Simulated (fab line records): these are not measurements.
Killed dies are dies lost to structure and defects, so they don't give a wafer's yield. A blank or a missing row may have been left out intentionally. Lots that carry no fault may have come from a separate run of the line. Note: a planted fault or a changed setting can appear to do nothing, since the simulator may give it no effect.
Chamber matching -- flow sky130 -- SKY_PASSIVATION_CVD_02 on pecvd-04: 3 sister chambers
The step deposits Si3N4, target thk 540 nm. 6 wafers are shown with their chamber, then 12 later ones without.

## WAFERS, EACH WITH ITS CHAMBER
wafer,chamber,heater_power_w (W)
L086.1,0,710
L086.2,1,719
L086.3,2,747
L086.4,1,735
L086.5,2,800
L086.6,0,742

## WAFERS WITHOUT THEIR CHAMBER
wafer,heater_power_w (W)
L088.3,733
L088.5,764
L088.6,716
L091.1,806
L091.5,722
L091.6,760
L094.3,729
L094.4,667
L094.6,757
L096.1,875
L096.2,770
L096.5,889

## THE CHAMBER EACH PASSED THROUGH
wafer,from the rows above,in truth
L088.3,can't be placed: 1 or 0 or 2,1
L088.5,can't be placed: 2 or 1 or 0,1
L088.6,can't be placed: 0 or 1 or 2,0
L091.1,can't be placed: 2 or 1 or 0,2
L091.5,can't be placed: 0 or 1 or 2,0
L091.6,can't be placed: 2 or 1 or 0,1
L094.3,can't be placed: 1 or 0 or 2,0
L094.4,can't be placed: 0 or 1 or 2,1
L094.6,can't be placed: 2 or 1 or 0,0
L096.1,can't be placed: 2 or 1 or 0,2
L096.2,can't be placed: 2 or 1 or 0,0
L096.5,can't be placed: 2 or 1 or 0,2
Placed correctly: 0 of 12. Cannot be placed on the basis of these rows: 12; the candidates contain the true chamber in 12. 0 placed wrongly.
How it was worked out, from the rows above alone: a wafer's distance from a chamber is the root of the sum, over the readings, of the square of ((its reading less the chamber's mean) divided by the reading's scatter). If the next closest chamber is less than 2 further off than the closest, the wafer can't be placed; otherwise it belongs to the closest. For every chamber, the mean is computed from those of its wafers that are shown. The scatter: take each reading less its chamber's mean, square it, sum over the shown wafers, divide by the number of wafers less the number of chambers, and take the root.
